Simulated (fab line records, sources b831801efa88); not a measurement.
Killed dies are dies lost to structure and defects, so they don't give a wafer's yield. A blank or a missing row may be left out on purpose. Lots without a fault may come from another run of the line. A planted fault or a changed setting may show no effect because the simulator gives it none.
Which tool did it? | flow gf180mcu | 24 lots, 72 wafers sampled, at 6 steps of a route of 602

WHAT THE GAUGES READ, wafer by wafer
GF_LVPWELL_OVL_MEAS_07.
lot  | measured    | on         | LVPWELL_OVL (nm)
L074 | day 3 19:16 | overlay-02 | 1.7 -1.3 1.6
L075 | day 4 03:01 | overlay-02 | 2.0 1.8 0.7
L076 | day 4 06:55 | overlay-02 | 3.2 2.0 2.1
L077 | day 4 12:34 | overlay-01 | 1.4 0.8 0.5
L078 | day 4 16:55 | overlay-01 | 2.8 3.6 1.9
L079 | day 5 00:22 | overlay-01 | -0.2 -1.9 -0.8
L080 | day 5 05:01 | overlay-01 | 0.8 0.8 0.0
L081 | day 5 10:46 | overlay-02 | -3.0 -2.5 -2.4
L082 | day 5 16:28 | overlay-01 | 1.5 1.2 1.8
L083 | day 5 23:34 | overlay-02 | 2.4 1.6 2.8
L084 | day 6 03:28 | overlay-01 | 1.0 0.0 -1.3
L085 | day 6 08:31 | overlay-01 | -1.0 -2.1 0.1
L086 | day 6 15:25 | overlay-02 | -1.1 0.7 1.4
L087 | day 6 22:10 | overlay-01 | 0.2 -0.3 -0.4
L088 | day 7 02:10 | overlay-01 | -0.3 0.9 0.5
L089 | day 7 11:07 | overlay-01 | 1.2 0.5 1.6
L090 | day 7 13:40 | overlay-02 | -1.5 0.4 -0.1
L091 | day 7 20:54 | overlay-02 | 1.2 2.1 2.2
L092 | day 8 03:57 | overlay-01 | 0.5 2.3 1.4
L093 | day 8 07:51 | overlay-01 | 0.8 0.0 -1.1
L094 | day 8 13:39 | overlay-02 | 2.0 1.1 1.8
L095 | day 8 19:01 | overlay-02 | 0.8 0.0 0.4
L096 | day 9 00:28 | overlay-01 | 0.8 -1.0 0.3
L097 | day 9 09:24 | overlay-02 | 1.5 2.0 0.5

GF_M2_OVL_MEAS_15.
lot  | measured     | on         | M2_OVL (nm)
L074 | day 19 02:34 | overlay-01 | -3 4 1
L075 | day 19 10:37 | overlay-01 | -9 0 -9
L076 | day 19 23:26 | overlay-01 | 0 -7 -7
L077 | day 20 09:11 | overlay-02 | -5 -8 -7
L078 | day 20 15:52 | overlay-02 | 1 -14 -6
L079 | day 21 02:49 | overlay-01 | -8 -4 -11
L080 | day 21 12:52 | overlay-02 | -10 3 -3
L081 | day 21 23:49 | overlay-01 | 3 0 2
L082 | day 22 10:13 | overlay-01 | -2 -1 -12
L083 | day 22 17:22 | overlay-02 | 13 7 8
L084 | day 23 00:31 | overlay-02 | 5 6 -1
L085 | day 23 05:44 | overlay-01 | 1 3 -7
L086 | day 23 14:37 | overlay-01 | -1 -4 3
L087 | day 24 00:58 | overlay-01 | 3 -3 1
L088 | day 24 10:29 | overlay-02 | -1 8 10
L089 | day 24 19:34 | overlay-02 | -2 4 -3
L090 | day 24 22:38 | overlay-01 | 5 2 0
L091 | day 25 08:07 | overlay-01 | 4 -2 2
L092 | day 25 15:22 | overlay-01 | -5 -17 -11
L093 | day 25 19:43 | overlay-01 | -3 0 -7
L094 | day 26 05:04 | overlay-02 | 4 2 2
L095 | day 26 12:20 | overlay-02 | 2 -4 7
L096 | day 26 17:08 | overlay-02 | 1 4 -3
L097 | day 27 05:07 | overlay-01 | -1 2 -2

GF_V2_OVL_MEAS_15.
lot  | measured     | on         | V2_OVL (nm)
L074 | day 20 04:41 | overlay-02 | 5 8 5
L075 | day 20 12:13 | overlay-02 | -5 7 -3
L076 | day 21 00:52 | overlay-01 | -7 8 3
L077 | day 21 10:08 | overlay-01 | 3 7 -2
L078 | day 21 18:02 | overlay-02 | 4 -2 6
L079 | day 22 04:02 | overlay-01 | 2 8 8
L080 | day 22 13:35 | overlay-01 | 1 5 0
L081 | day 23 00:16 | overlay-01 | -5 -6 -5
L082 | day 23 11:08 | overlay-02 | -4 5 -3
L083 | day 23 17:46 | overlay-02 | 6 5 3
L084 | day 24 00:37 | overlay-01 | 4 7 14
L085 | day 24 05:13 | overlay-01 | 5 5 10
L086 | day 24 14:19 | overlay-02 | 5 1 0
L087 | day 25 00:22 | overlay-01 | 1 3 -1
L088 | day 25 09:35 | overlay-01 | 5 1 0
L089 | day 25 18:01 | overlay-02 | -8 -7 0
L090 | day 25 21:07 | overlay-01 | -4 -3 -5
L091 | day 26 07:04 | overlay-02 | 0 3 -3
L092 | day 26 13:55 | overlay-01 | 9 11 2
L093 | day 26 18:07 | overlay-02 | 5 7 3
L094 | day 27 02:55 | overlay-02 | -1 10 4
L095 | day 27 10:13 | overlay-01 | 6 -1 8
L096 | day 27 14:53 | overlay-02 | 1 -4 0
L097 | day 28 01:55 | overlay-02 | 6 -4 -3

GF_M4_THK_MEAS_06: measures by xrf.
lot  | measured     | on            | M4_ALCU_THK (nm)
L074 | day 22 08:31 | film_metro-02 | 448 449 450
L075 | day 22 16:15 | film_metro-02 | 450 454 458
L076 | day 23 03:37 | film_metro-01 | 441 439 433
L077 | day 23 13:25 | film_metro-02 | 440 445 450
L078 | day 23 20:38 | film_metro-04 | 451 450 450
L079 | day 24 06:13 | film_metro-01 | 437 445 443
L080 | day 24 14:49 | film_metro-01 | 442 439 438
L081 | day 25 01:04 | film_metro-02 | 438 449 440
L082 | day 25 11:37 | film_metro-04 | 456 448 447
L083 | day 25 18:05 | film_metro-01 | 448 450 451
L084 | day 26 00:12 | film_metro-04 | 445 446 450
L085 | day 26 05:18 | film_metro-02 | 442 445 453
L086 | day 26 13:18 | film_metro-01 | 456 447 449
L087 | day 26 23:35 | film_metro-02 | 448 445 444
L088 | day 27 07:08 | film_metro-02 | 447 443 441
L089 | day 27 15:40 | film_metro-02 | 455 454 451
L090 | day 27 18:48 | film_metro-02 | 449 450 450
L091 | day 28 03:18 | film_metro-01 | 450 449 444
L092 | day 28 10:17 | film_metro-04 | 442 446 445
L093 | day 28 13:53 | film_metro-02 | 455 454 457
L094 | day 28 22:27 | film_metro-02 | 457 451 451
L095 | day 29 05:27 | film_metro-01 | 446 440 441
L096 | day 29 09:22 | film_metro-02 | 446 441 450
L097 | day 29 22:20 | film_metro-02 | 452 452 446

GF_V4_RS_MEAS_24: measures by four-point-probe.
lot  | measured     | on            | V4_W_RS (ohm/sq)
L074 | day 24 06:24 | film_metro-01 | 0.336 0.336 0.331
L075 | day 24 15:56 | film_metro-04 | 0.334 0.325 0.335
L076 | day 25 01:34 | film_metro-01 | 0.336 0.339 0.326
L077 | day 25 11:01 | film_metro-04 | 0.321 0.317 0.329
L078 | day 25 18:16 | film_metro-03 | 0.335 0.330 0.328
L079 | day 26 03:30 | film_metro-04 | 0.331 0.330 0.320
L080 | day 26 11:17 | film_metro-03 | 0.327 0.333 0.327
L081 | day 26 20:30 | film_metro-04 | 0.329 0.337 0.331
L082 | day 27 06:55 | film_metro-01 | 0.325 0.339 0.327
L083 | day 27 13:25 | film_metro-04 | 0.329 0.339 0.334
L084 | day 27 18:37 | film_metro-04 | 0.330 0.332 0.335
L085 | day 27 23:44 | film_metro-01 | 0.334 0.323 0.333
L086 | day 28 08:08 | film_metro-03 | 0.327 0.334 0.327
L087 | day 28 17:26 | film_metro-03 | 0.333 0.332 0.331
L088 | day 29 00:19 | film_metro-04 | 0.327 0.326 0.326
L089 | day 29 08:11 | film_metro-04 | 0.332 0.331 0.331
L090 | day 29 11:55 | film_metro-01 | 0.329 0.325 0.323
L091 | day 29 19:17 | film_metro-03 | 0.326 0.326 0.329
L092 | day 30 06:48 | film_metro-04 | 0.325 0.334 0.324
L093 | day 30 05:26 | film_metro-01 | 0.332 0.326 0.328
L094 | day 30 13:14 | film_metro-01 | 0.324 0.322 0.321
L095 | day 30 20:14 | film_metro-01 | 0.334 0.331 0.332
L096 | day 31 00:34 | film_metro-04 | 0.324 0.327 0.330
L097 | day 31 10:40 | film_metro-04 | 0.330 0.332 0.329

WHICH TOOL RAN EACH LOT (tool, then ch and the chambers of the sampled wafers, then the start)
lot  | GF_V1_SPUTTER_21
L074 | pvd_sputter-01, day 18 01:03
L075 | pvd_sputter-04, day 18 09:13
L076 | pvd_sputter-01, day 18 21:49
L077 | pvd_sputter-03, day 19 07:59
L078 | pvd_sputter-01, day 19 15:14
L079 | pvd_sputter-01, day 20 02:10
L080 | pvd_sputter-03, day 20 12:37
L081 | pvd_sputter-01, day 20 23:40
L082 | pvd_sputter-01, day 21 10:19
L083 | pvd_sputter-04, day 21 17:12
L084 | pvd_sputter-04, day 22 00:37
L085 | pvd_sputter-04, day 22 05:52
L086 | pvd_sputter-04, day 22 14:34
L087 | pvd_sputter-04, day 23 01:29
L088 | pvd_sputter-01, day 23 10:49
L089 | pvd_sputter-03, day 23 20:50
L090 | pvd_sputter-04, day 24 00:16
L091 | pvd_sputter-04, day 24 09:39
L092 | pvd_sputter-01, day 24 16:19
L093 | pvd_sputter-04, day 24 21:25
L094 | pvd_sputter-04, day 25 07:07
L095 | pvd_sputter-01, day 25 15:05
L096 | pvd_sputter-01, day 25 19:35
L097 | pvd_sputter-01, day 26 08:13
- GF_V1_SPUTTER_21: material Ti, target thk 15 nm, time 80.02 s.

WHAT THE TOOLS THEMSELVES READ (means of the sampled wafers that have a number; where no wafer has one, the mark that the record gives instead)
GF_V1_SPUTTER_21.
lot  | tool           | cathode_dc_power_W (W) | throttle_valve_pct (%)
L074 | pvd_sputter-01 | 2500.1                 | 29.2
L075 | pvd_sputter-04 | 2500.0                 | 29.9
L076 | pvd_sputter-01 | 2500.1                 | 28.9
L077 | pvd_sputter-03 | 2499.6                 | 30.0
L078 | pvd_sputter-01 | 2499.8                 | 30.0
L079 | pvd_sputter-01 | 2500.4                 | 29.5
L080 | pvd_sputter-03 | 2500.2                 | 30.3
L081 | pvd_sputter-01 | 2500.5                 | 30.0
L082 | pvd_sputter-01 | 2500.0                 | 30.0
L083 | pvd_sputter-04 | 2499.9                 | 30.1
L084 | pvd_sputter-04 | 2499.7                 | 30.0
L085 | pvd_sputter-04 | 2499.5                 | 30.7
L086 | pvd_sputter-04 | 2499.9                 | 29.6
L087 | pvd_sputter-04 | 2500.2                 | 30.0
L088 | pvd_sputter-01 | 2499.9                 | 30.2
L089 | pvd_sputter-03 | 2500.1                 | 30.4
L090 | pvd_sputter-04 | 2499.6                 | 29.1
L091 | pvd_sputter-04 | 2499.8                 | 29.7
L092 | pvd_sputter-01 | 2500.4                 | 29.5
L093 | pvd_sputter-04 | 2499.9                 | 30.0
L094 | pvd_sputter-04 | 2500.2                 | 30.1
L095 | pvd_sputter-01 | 2500.4                 | 28.7
L096 | pvd_sputter-01 | 2499.9                 | 29.9
L097 | pvd_sputter-01 | 2499.6                 | 29.5

THE ANSWER, worked out from the rows above alone
Rule: what is usual is taken from the lots themselves. Put in order of their means at a reading, lots are off if they are a third of the lots or fewer, leave a main group of 4 or more, and stand apart from it by a gap of 3 or more times the standard deviation of the main group's means; of several such gaps the widest counts. A main group whose means are all the same, to the digits that the tables above print for the reading, isn't used. A lot without any number at a reading at which 4 lots or more have one is off too. The other lots that the step has rows for count as sound. The gauges are gone through in route order, then the tools' own readings, and for those a lot's mean is taken as printed above. The first step at which some lot is off is used, and at that step the reading that is off furthest; a lot without a number counts as furthest.
No lot is off at any reading shown: from this, nothing can be told.

WHAT THE SIMULATOR HAD PUT IN
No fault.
